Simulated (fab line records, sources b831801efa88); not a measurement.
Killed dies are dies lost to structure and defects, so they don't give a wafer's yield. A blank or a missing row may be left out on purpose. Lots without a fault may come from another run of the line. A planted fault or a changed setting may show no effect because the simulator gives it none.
fab line records | flow sky130 | part 1 of 2: steps 1 to 21 of 31
record lots=5 wafers=15 last_day=50
route steps=708 shown FIELD_ISO@13 NWELL@32 DNWELL@35
lots that met no fault: from a run of the same line without faults
start_h: hours from the record's first day to the start of the lot's first wafer shown | wait_h: hours since the lot's step before | " the same as in the row above | L1.1+2: a row that stands for several wafers | - no value, or no start given | * or withheld: withheld | < > ~ a bound
route shown NAME@n: a module of which the file shows steps, and the number in the route of the first | usual: mean/standard deviation of fault-free wafers | same: alike in all rows | chamber/n: place in a boat | sites: the reading at each site | _std_site: their standard deviation | _edge_site: outer sites' mean less inner sites' | radius_mm: how far each site lies from the wafer's centre | mask NAME#n: copy n | behind: the tool/chamber that last shaped the wafer | hold: why the lot was held/for how many hours/how that ended | device: the transistor (n, p or np) that didn't switch | end of line: the same wafers' tests at the end of the route | a step without rows: its recipe alone | killed: dies lost to structure and defects at the first sort, not the wafer's yield | map: a wafer's dies, x killed, . not, _ none there
set.NAME: the setting as run; set.NAME@STEP: as run at that earlier step | model.NAME: the simulator's own value behind a step, which no gauge read
lots at some steps of the route; a table a step, a row a wafer
services: from which hour (start_h, from the record's first day; less than 0 if before it) a tool's chamber was out of use, for how many hours, and why
## steps
# step SKY_FIELD_ISO_DEVELOP_12
# recipe develop_time_s=60 resist=KrF-thick dev_temp_c=21
# usual exhaust_pa=44.8/0.91
# columns lot.wafer tool chamber start_h wait_h exhaust_pa
L080.3 litho_track-04 0 - - 45.4
L080.4 " 0 " " 46.1
L080.6 " 0 " " 45.7
L084.1 litho_track-01 0 - - 43.6
L084.2 " 0 " " 44.9
L084.3 " 0 " " 44.0
L087.2 litho_track-04 0 - - 44.4
L087.5 " 0 " " 43.3
L087.6 " 0 " " 44.4
L088.4 litho_track-04 0 - - 43.3
L088.5 " 0 " " 45.2
L088.6 " 0 " " 45.4
L094.2 litho_track-01 0 - - 43.7
L094.4 " 0 " " 45.2
L094.5 " 0 " " 44.8
# step SKY_FIELD_ISO_CD_MEAS_13
# recipe target_cd_nm=150
# usual cd_nm=150.0/1.7
# columns lot.wafer tool chamber start_h wait_h cd_nm
L080.3 cd_sem-02 - 59.74 - 148.4
L080.4 " - " " 147.0
L080.6 " - " " 148.2
L084.1 cd_sem-01 - 80.73 - 147.8
L084.2 " - " " 148.1
L084.3 " - " " 148.8
L087.2 cd_sem-01 - 95.82 - 150.6
L087.5 " - " " 151.4
L087.6 " - " " 151.1
L088.4 cd_sem-01 - 102.66 - 149.9
L088.5 " - " " 148.6
L088.6 " - " " 149.9
L094.2 cd_sem-01 - 135.52 - 153.0
L094.4 " - " " 151.1
L094.5 " - " " 150.0
# step SKY_FIELD_ISO_ETCH_14
# recipe chemistry=N2/H2 target=BARC ion_energy_ev=200 source_w=500 bias_w=100 pressure_mtorr=30 n2_flow_sccm=100 h2_flow_sccm=200 stop_on=SiO2 time_s=45.9 target_depth_a=600
# usual drypump_motor_current_A=5.8/0.38 h2_flow_sccm=200.0/0.63 n2_flow_sccm=100.00/0.29 oes_product_au=0.855/0.0051 throttle_valve_pct=13.224/0.0091
# columns lot.wafer tool chamber start_h wait_h drypump_motor_current_A h2_flow_sccm n2_flow_sccm oes_product_au rf_hours_counter_h throttle_valve_pct
L080.3 rie_diel-04 0 59.82 0.1 5.7 199.8 99.76 0.848 1 13.217
L080.4 " 2 " " 5.7 199.9 100.27 0.848 - 13.221
L080.6 " 3 " " 5.7 200.6 100.35 0.861 - 13.235
L084.1 rie_diel-04 0 80.85 0.1 5.7 200.1 100.52 0.859 2 13.223
L084.2 " 3 " " 5.7 199.6 100.13 0.846 144 13.221
L084.3 " 1 " " 6.5 198.8 100.59 0.855 63 13.215
L087.2 rie_diel-04 3 95.92 0.1 5.7 199.1 99.56 0.854 144 13.214
L087.5 " 1 " " 6.5 200.9 99.70 0.861 - 13.235
L087.6 " 2 " " 5.7 200.7 99.67 0.844 - 13.244
L088.4 rie_diel-03 0 102.72 0.0 5.9 198.9 100.06 0.860 9 13.232
L088.5 " 2 " " 4.7 200.6 100.18 0.850 - 13.236
L088.6 " 3 " " 5.8 199.1 99.67 0.857 - 13.223
L094.2 rie_diel-01 0 135.62 0.1 6.0 200.5 99.43 0.860 6 13.203
L094.4 " 3 " " 5.5 199.9 100.44 0.857 132 13.210
L094.5 " 2 " " 6.0 198.6 99.98 0.851 - 13.238
# step SKY_FIELD_ISO_ETCH_15
# recipe chemistry=CHF3/O2 target_depth_nm=180 stop_on=Si source_w=600 bias_w=195.5 pressure_mtorr=40 chf3_flow_sccm=50 O2_flow_sccm=5 time_s=72
# usual drypump_motor_current_A=5.7/0.38 oes_product_au=0.943/0.0066 throttle_valve_pct=8.843/0.0093
# columns lot.wafer tool chamber start_h wait_h drypump_motor_current_A oes_product_au rf_hours_counter_h throttle_valve_pct
L080.3 rie_diel-04 0 59.87 0.0 5.6 0.932 1 8.838
L080.4 " 2 " " 5.7 0.931 - 8.864
L080.6 " 3 " " 5.7 0.952 - 8.832
L084.1 rie_diel-04 0 80.89 0.0 5.7 0.950 2 8.857
L084.2 " 3 " " 5.7 0.937 144 8.837
L084.3 " 1 " " 6.5 0.944 63 8.845
L087.2 rie_diel-04 3 95.97 0.0 5.7 0.951 144 8.832
L087.5 " 1 " " 6.5 0.938 - 8.862
L087.6 " 2 " " 5.7 0.936 - 8.849
L088.4 rie_diel-03 0 102.77 0.0 5.9 0.943 9 8.851
L088.5 " 2 " " 4.7 0.937 - 8.833
L088.6 " 3 " " 5.8 0.938 - 8.855
L094.2 rie_diel-01 0 135.66 0.0 6.0 0.938 6 8.854
L094.4 " 3 " " 5.6 0.941 132 8.850
L094.5 " 2 " " 5.9 0.943 - 8.824
# step SKY_FIELD_ISO_STRIP_16
# recipe chemistry=O2/N2 power_w=1400 pressure_mtorr=1500 platen_temp_c=withheld o2_flow_sccm=3000 n2_flow_sccm=300 overash_fraction=0.5
# usual drypump_motor_current_A=5.7/0.5 n2_flow_sccm=300.2/0.94 o2_flow_sccm=3000/9.8 oes_product_au=0.378/0.0046 strip_time_to_endpoint_s=3.56/0.039
# columns lot.wafer tool chamber start_h wait_h drypump_motor_current_A n2_flow_sccm o2_flow_sccm oes_product_au rf_hours_counter_h strip_time_to_endpoint_s
L080.3 plasma_asher-01 1 59.96 0.1 6.3 298.6 3002 0.384 - 3.58
L080.4 " 0 " " 5.5 300.7 3002 0.373 - 3.55
L080.6 " 1 " " 6.2 298.5 3001 0.378 - 3.53
L084.1 plasma_asher-04 0 80.95 0.0 5.0 300.6 2997 0.380 40 3.56
L084.2 " 1 " " 5.4 301.5 3007 0.367 40 3.45
L084.3 " 0 " " 5.0 299.7 2989 0.368 - 3.53
L087.2 plasma_asher-02 1 96.02 0.0 6.2 299.5 3002 0.384 29 3.52
L087.5 " 1 " " 6.2 301.5 2998 0.380 - 3.59
L087.6 " 0 " " 6.3 300.5 2989 0.380 - 3.54
L088.4 plasma_asher-04 0 102.86 0.1 5.0 300.7 2990 0.385 - 3.51
L088.5 " 0 " " 5.0 301.0 2995 0.378 - 3.56
L088.6 " 1 " " 5.4 301.4 3015 0.370 - 3.56
L094.2 plasma_asher-02 1 135.72 0.0 6.2 299.5 2986 0.375 33 3.59
L094.4 " 0 " " 6.3 298.7 2992 0.381 - 3.54
L094.5 " 1 " " 6.2 301.2 2991 0.374 - 3.59
# step SKY_FIELD_ISO_ETCH_17
# recipe target_depth_a=3420 mask_material=Si3N4 chemistry=HBr/Cl2/O2 target=Si taper_deg=5 icp_w=600 bias_w=150 pressure_mtorr=15 HBr_flow_sccm=150 Cl2_flow_sccm=40 O2_flow_sccm=6 time_s=97.7
# usual drypump_motor_current_A=5.7/0.46 oes_product_au=1.001/0.0083 throttle_valve_pct=25.655/0.01
# columns lot.wafer tool chamber start_h wait_h drypump_motor_current_A oes_product_au rf_hours_counter_h throttle_valve_pct
L080.3 rie_si-02 2 60.02 0.0 6.5 1.000 150 25.657
L080.4 " 3 " " 6.3 0.992 - 25.663
L080.6 " 1 " " 5.3 0.987 - 25.647
L084.1 rie_si-01 0 81.05 0.1 5.5 1.001 1 25.654
L084.2 " 3 " " 5.3 1.011 0 25.655
L084.3 " 2 " " 5.6 1.017 0 25.649
L087.2 rie_si-02 3 96.12 0.1 6.2 0.996 4 25.646
L087.5 " 1 " " 5.3 0.999 - 25.662
L087.6 " 0 " " 5.8 1.012 - 25.634
L088.4 rie_si-01 3 102.92 0.0 5.4 1.006 0 25.641
L088.5 " 3 " " 5.4 1.007 - 25.655
L088.6 " 0 " " 5.5 1.004 - 25.652
L094.2 rie_si-01 0 135.82 0.1 5.5 1.007 1 25.649
L094.4 " 1 " " 5.1 1.012 57 25.656
L094.5 " 0 " " 5.5 1.001 - 25.663
# step SKY_FIELD_ISO_WET_ETCH_18
# recipe chemistry=H3PO4 target_depth_nm=25 temp_c=160 target=Si3N4 time_s=286
# usual bath_heat_duty_pct=26.7/2.4
# columns lot.wafer tool chamber start_h wait_h bath_heat_duty_pct
L080.3 wet_bench-02 3 60.09 0.0 25.1
L080.4 " 3 " " 28.3
L080.6 " 3 " " 28.2
L084.1 wet_bench-01 2 81.12 0.0 26.4
L084.2 " 2 " " 25.6
L084.3 " 2 " " 24.7
L087.2 wet_bench-02 2 96.20 0.0 24.1
L087.5 " 2 " " 23.5
L087.6 " 2 " " 23.6
L088.4 wet_bench-01 0 102.99 0.0 27.1
L088.5 " 0 " " 27.5
L088.6 " 0 " " 27.6
L094.2 wet_bench-04 2 135.89 0.0 23.9
L094.4 " 2 " " 25.4
L094.5 " 2 " " 24.0
# step SKY_FIELD_ISO_CLEAN_19
# recipe chemistry=SC1/SC2 mix=1:4:20 temp_c=70 time_s=150
# usual bath_heat_duty_pct=13.6/1.2
# columns lot.wafer tool chamber start_h wait_h bath_heat_duty_pct
L080.3 wet_bench-01 0 60.18 0.0 14.8
L080.4 " 0 " " 14.1
L080.6 " 0 " " 13.9
L084.1 wet_bench-04 2 81.22 0.0 11.6
L084.2 " 2 " " 11.7
L084.3 " 2 " " 12.6
L087.2 wet_bench-02 3 96.29 0.0 14.5
L087.5 " 3 " " 13.5
L087.6 " 3 " " 14.1
L088.4 wet_bench-04 0 103.09 0.0 14.2
L088.5 " 0 " " 14.3
L088.6 " 0 " " 14.4
L094.2 wet_bench-01 3 135.98 0.0 14.1
L094.4 " 3 " " 15.0
L094.5 " 3 " " 13.9
# step SKY_FIELD_ISO_CLEAN_20
# recipe chemistry=dHF time_s=20 dilution=100:1
# columns lot.wafer tool chamber start_h wait_h
L080.3+4+6 wet_bench-04 1 60.23 0.0
L084.1+2+3 wet_bench-02 0 81.27 0.0
L087.2+5+6 wet_bench-04 3 96.34 0.0
L088.4+5+6 wet_bench-02 0 103.14 0.0
L094.2+4+5 wet_bench-04 2 136.03 0.0
# step SKY_FIELD_ISO_WET_ETCH_21
# recipe chemistry=dHF dilution=100:1 target_depth_nm=20 dry=ipa_marangoni target=SiO2 temp_c=25 time_s=400
# usual bath_heat_duty_pct=6.4/0.65
# columns lot.wafer tool chamber start_h wait_h bath_heat_duty_pct
L080.3 wet_bench-02 0 60.25 0.0 5.4
L080.4 " 0 " " 6.1
L080.6 " 0 " " 6.2
L084.1 wet_bench-01 0 81.28 0.0 6.8
L084.2 " 0 " " 6.7
L084.3 " 0 " " 6.4
L087.2 wet_bench-02 3 96.35 0.0 5.8
L087.5 " 3 " " 7.4
L087.6 " 3 " " 7.0
L088.4 wet_bench-01 0 103.16 0.0 6.7
L088.5 " 0 " " 5.5
L088.6 " 0 " " 6.4
L094.2 wet_bench-01 3 136.05 0.0 6.8
L094.4 " 3 " " 6.6
L094.5 " 3 " " 7.1
# step SKY_FIELD_ISO_OXIDATION_22
# recipe temp_c=950 ambient=O2 stabilise_s=600 purge_s=300 target_thk_a=100 ox_time_s=623
# usual spike_tc_upper_C=949.5/1 tube_center_temp_C_max=952.4/0.4
# same ox_time_s=623
# columns lot.wafer tool chamber start_h wait_h spike_tc_upper_C tube_center_temp_C_max
L080.3 furnace-02 0 60.90 0.5 949.3 952.1
L080.4 " 0 " " 947.8 952.5
L080.6 " 0 " " 947.1 953.1
L084.1 furnace-01 0 82.99 1.6 949.1 953.0
L084.2 " 0 " " 949.6 952.5
L084.3 " 0 " " 949.9 953.1
L087.2 furnace-02 0 96.63 0.2 949.3 952.1
L087.5 " 0 " " 947.6 952.3
L087.6 " 0 " " 949.6 951.8
L088.4 furnace-02 0 103.29 0.0 949.3 952.8
L088.5 " 0 " " 949.3 952.8
L088.6 " 0 " " 948.1 952.3
L094.2 furnace-01 0 136.66 0.5 950.0 952.4
L094.4 " 0 " " 949.5 952.4
L094.5 " 0 " " 947.0 952.7
# step SKY_FIELD_ISO_THK_MEAS_23
# recipe reads=SiO2_of_FIELD_ISO_OXIDATION_22
# usual FIELD_ISO_OXIDATION_01_THK=10.14/0.18
# columns lot.wafer tool chamber start_h wait_h FIELD_ISO_OXIDATION_01_THK[nm]
L080.3 film_metro-03 - 62.10 0.0 10.15
L080.4 " - " " 9.95
L080.6 " - " " 10.05
L084.1 film_metro-01 - 84.17 0.0 10.29
L084.2 " - " " 10.27
L084.3 " - " " 10.16
L087.2 film_metro-03 - 97.81 0.0 10.03
L087.5 " - " " 10.02
L087.6 " - " " 10.04
L088.4 film_metro-04 - 104.49 0.0 10.30
L088.5 " - " " 10.27
L088.6 " - " " 10.30
L094.2 film_metro-03 - 137.85 0.0 10.31
L094.4 " - " " 10.20
L094.5 " - " " 10.20
# step SKY_FIELD_ISO_CVD_24
# recipe material=SiO2 target_thk_nm=595 temp_c=650 sigma_open_frac=0.3 time_s=99.2 sih4_flow_sccm=60 pressure_mtorr=6
# usual susceptor_temp_C=650.02/0.26
# columns lot.wafer tool chamber start_h wait_h susceptor_temp_C
L080.3 hdpcvd-01 1 62.14 0.0 650.36
L080.4 " 2 " " 650.37
L080.6 " 1 " " 650.56
L084.1 hdpcvd-02 1 84.23 0.1 650.05
L084.2 " 2 " " 650.04
L084.3 " 0 " " 649.98
L087.2 hdpcvd-02 0 97.86 0.0 650.12
L087.5 " 1 " " 650.48
L087.6 " 0 " " 650.28
L088.4 hdpcvd-02 1 104.56 0.1 650.43
L088.5 " 0 " " 649.78
L088.6 " 2 " " 649.72
L094.2 hdpcvd-01 1 137.90 0.0 649.57
L094.4 " 0 " " 649.78
L094.5 " 2 " " 649.60
# step SKY_FIELD_ISO_THK_MEAS_25
# recipe reads=SiO2_of_FIELD_ISO_CVD_24
# usual FIELD_ISO_CVD_24_THK=599/6.2
# columns lot.wafer tool chamber start_h wait_h FIELD_ISO_CVD_24_THK[nm]
L080.3 film_metro-01 - 62.23 0.1 605
L080.4 " - " " 592
L080.6 " - " " 599
L084.1 film_metro-03 - 84.30 0.0 601
L084.2 " - " " 595
L084.3 " - " " 603
L087.2 film_metro-04 - 97.95 0.0 598
L087.5 " - " " 599
L087.6 " - " " 606
L088.4 film_metro-03 - 104.62 0.0 594
L088.5 " - " " 600
L088.6 " - " " 593
L094.2 film_metro-04 - 137.98 0.0 596
L094.4 " - " " 592
L094.5 " - " " 588
# step SKY_FIELD_ISO_ANNEAL_26
# recipe temp_c=1000 time_s=1800 ambient=N2
# usual spike_tc_upper_C=999.7/0.98 tube_center_temp_C_max=1002.6/0.46
# columns lot.wafer tool chamber start_h wait_h spike_tc_upper_C tube_center_temp_C_max
L080.3 furnace-01 0 63.04 0.8 1000.0 1002.2
L080.4 " 0 " " 998.6 1003.0
L080.6 " 0 " " 999.8 1003.1
L084.1 furnace-02 0 85.00 0.7 997.3 1002.4
L084.2 " 0 " " 999.8 1002.7
L084.3 " 0 " " 999.4 1002.2
L087.2 furnace-02 0 98.00 0.0 999.0 1002.1
L087.5 " 0 " " 1000.5 1002.3
L087.6 " 0 " " 1000.2 1003.0
L088.4 furnace-02 0 104.65 0.0 999.3 1002.8
L088.5 " 0 " " 998.4 1002.3
L088.6 " 0 " " 1001.5 1002.1
L094.2 furnace-01 0 138.03 0.0 1001.2 1003.1
L094.4 " 0 " " 999.2 1003.1
L094.5 " 0 " " 997.8 1002.2
# step SKY_FIELD_ISO_CMP_27
# recipe stop_on=Si3N4 t_overpolish_s=16 down_force_psi=4 platen_rpm=60 target_thk_nm=457.8 pad_velocity_m_s=0.94248
# usual motor_current_A=11.6/1 overpolish_run_s=16.000/0.0095 time_to_endpoint_s=115/3.5
# columns lot.wafer tool chamber start_h wait_h motor_current_A overpolish_run_s time_to_endpoint_s
L080.3 cmp-01 1 64.64 0.1 12.3 16.006 115
L080.4 " 2 " " 10.9 16.004 113
L080.6 " 0 " " 11.8 15.991 119
L084.1 cmp-01 3 86.60 0.1 11.2 15.993 119
L084.3 " 0 " " 11.3 15.994 115
L084.2 " 1 " " 12.6 16.000 111
L087.2 cmp-01 2 100.17 0.7 10.7 16.003 115
L087.6 " 0 " " 11.4 15.992 120
L087.5 " 1 " " 11.7 15.993 113
L088.4 cmp-01 1 106.75 0.6 11.9 15.997 117
L088.6 " 0 " " 11.8 16.011 114
L088.5 " 1 " " 12.1 15.992 117
L094.2 cmp-01 0 139.58 0.1 11.7 15.993 120
L094.4 " 2 " " 10.6 15.993 120
L094.5 " 3 " " 10.7 16.003 119
# step SKY_FIELD_ISO_WET_ETCH_28
# recipe chemistry=dHF target_depth_nm=23.7 target=SiO2 dilution=10:1 temp_c=25 time_s=47
# usual bath_heat_duty_pct=6.4/0.59
# columns lot.wafer tool chamber start_h wait_h bath_heat_duty_pct
L080.3 wet_bench-02 3 64.84 0.1 5.7
L080.4 " 3 " " 7.0
L080.6 " 3 " " 6.4
L084.1 wet_bench-02 0 86.90 0.2 5.6
L084.2 " 0 " " 5.8
L084.3 " 0 " " 5.8
L087.2 wet_bench-04 0 100.37 0.1 6.7
L087.5 " 0 " " 6.9
L087.6 " 0 " " 6.4
L088.4 wet_bench-04 3 107.00 0.2 5.9
L088.5 " 3 " " 6.2
L088.6 " 3 " " 6.6
L094.2 wet_bench-02 2 139.83 0.2 5.9
L094.4 " 2 " " 5.7
L094.5 " 2 " " 4.8
# step SKY_FIELD_ISO_WET_ETCH_29
# recipe chemistry=H3PO4 target_depth_nm=160 target=Si3N4 temp_c=160 time_s=1825
# usual bath_heat_duty_pct=26.9/2.1
# columns lot.wafer tool chamber start_h wait_h bath_heat_duty_pct
L080.3 wet_bench-04 3 64.86 0.0 26.1
L080.4 " 3 " " 26.4
L080.6 " 3 " " 27.1
L084.1 wet_bench-01 2 86.92 0.0 24.5
L084.2 " 2 " " 24.4
L084.3 " 2 " " 25.8
L087.2 wet_bench-02 3 100.39 0.0 27.2
L087.5 " 3 " " 26.5
L087.6 " 3 " " 26.4
L088.4 wet_bench-01 3 107.02 0.0 28.6
L088.5 " 3 " " 26.6
L088.6 " 3 " " 28.5
L094.2 wet_bench-01 3 139.85 0.0 28.3
L094.4 " 3 " " 28.7
L094.5 " 3 " " 29.0
# step SKY_FIELD_ISO_WET_ETCH_30
# recipe chemistry=dHF target_depth_nm=25 target=SiO2 dilution=10:1 temp_c=25 time_s=50
# usual bath_heat_duty_pct=6.4/0.71
# columns lot.wafer tool chamber start_h wait_h bath_heat_duty_pct
L080.3 wet_bench-02 3 65.38 0.0 6.8
L080.4 " 3 " " 6.4
L080.6 " 3 " " 5.4
L084.1 wet_bench-04 1 87.48 0.0 6.3
L084.2 " 1 " " 6.9
L084.3 " 1 " " 6.2
L087.2 wet_bench-01 0 100.95 0.0 6.9
L087.5 " 0 " " 6.4
L087.6 " 0 " " 6.1
L088.4 wet_bench-02 1 107.64 0.0 7.9
L088.5 " 1 " " 7.2
L088.6 " 1 " " 6.0
L094.2 wet_bench-02 2 140.36 0.0 5.5
L094.4 " 2 " " 5.3
L094.5 " 2 " " 5.3
# step SKY_NWELL_CLEAN_00
# recipe chemistry=SC1/SC2 mix=1:4:20 temp_c=70 time_s=150 dry=n2_spin
# usual bath_heat_duty_pct=13.6/1.4
# columns lot.wafer tool chamber start_h wait_h bath_heat_duty_pct
L080.3 wet_bench-04 2 65.40 0.0 13.4
L080.4 " 2 " " 12.0
L080.6 " 2 " " 11.6
L084.1 wet_bench-02 2 87.51 0.0 11.2
L084.2 " 2 " " 11.4
L084.3 " 2 " " 11.6
L087.2 wet_bench-04 1 100.97 0.0 14.3
L087.5 " 1 " " 15.4
L087.6 " 1 " " 12.9
L088.4 wet_bench-01 2 107.66 0.0 14.0
L088.5 " 2 " " 12.3
L088.6 " 2 " " 14.0
L094.2 wet_bench-01 0 140.39 0.0 13.6
L094.4 " 0 " " 13.6
L094.5 " 0 " " 13.8
# step SKY_NWELL_OXIDATION_01
# recipe temp_c=900 ambient=O2 stabilise_s=600 purge_s=300 target_thk_a=100 ox_time_s=1481
# usual spike_tc_upper_C=899.4/0.95 tube_center_temp_C_max=902.3/0.37
# same ox_time_s=1481
# columns lot.wafer tool chamber start_h wait_h spike_tc_upper_C tube_center_temp_C_max
L080.3 furnace-02 0 65.45 0.0 900.6 902.2
L080.4 " 0 " " 897.4 903.1
L080.6 " 0 " " 898.4 902.7
L084.1 furnace-02 0 87.68 0.1 899.3 902.4
L084.2 " 0 " " 899.0 902.8
L084.3 " 0 " " 900.1 902.5
L087.2 furnace-01 0 101.03 0.0 898.6 902.7
L087.5 " 0 " " 899.5 902.0
L087.6 " 0 " " 899.4 902.1
L088.4 furnace-01 0 112.10 4.4 900.4 902.3
L088.5 " 0 " " 899.3 902.8
L088.6 " 0 " " 900.3 902.6
L094.2 furnace-02 0 141.59 1.2 898.9 902.4
L094.4 " 0 " " 900.0 902.3
L094.5 " 0 " " 902.0 902.3
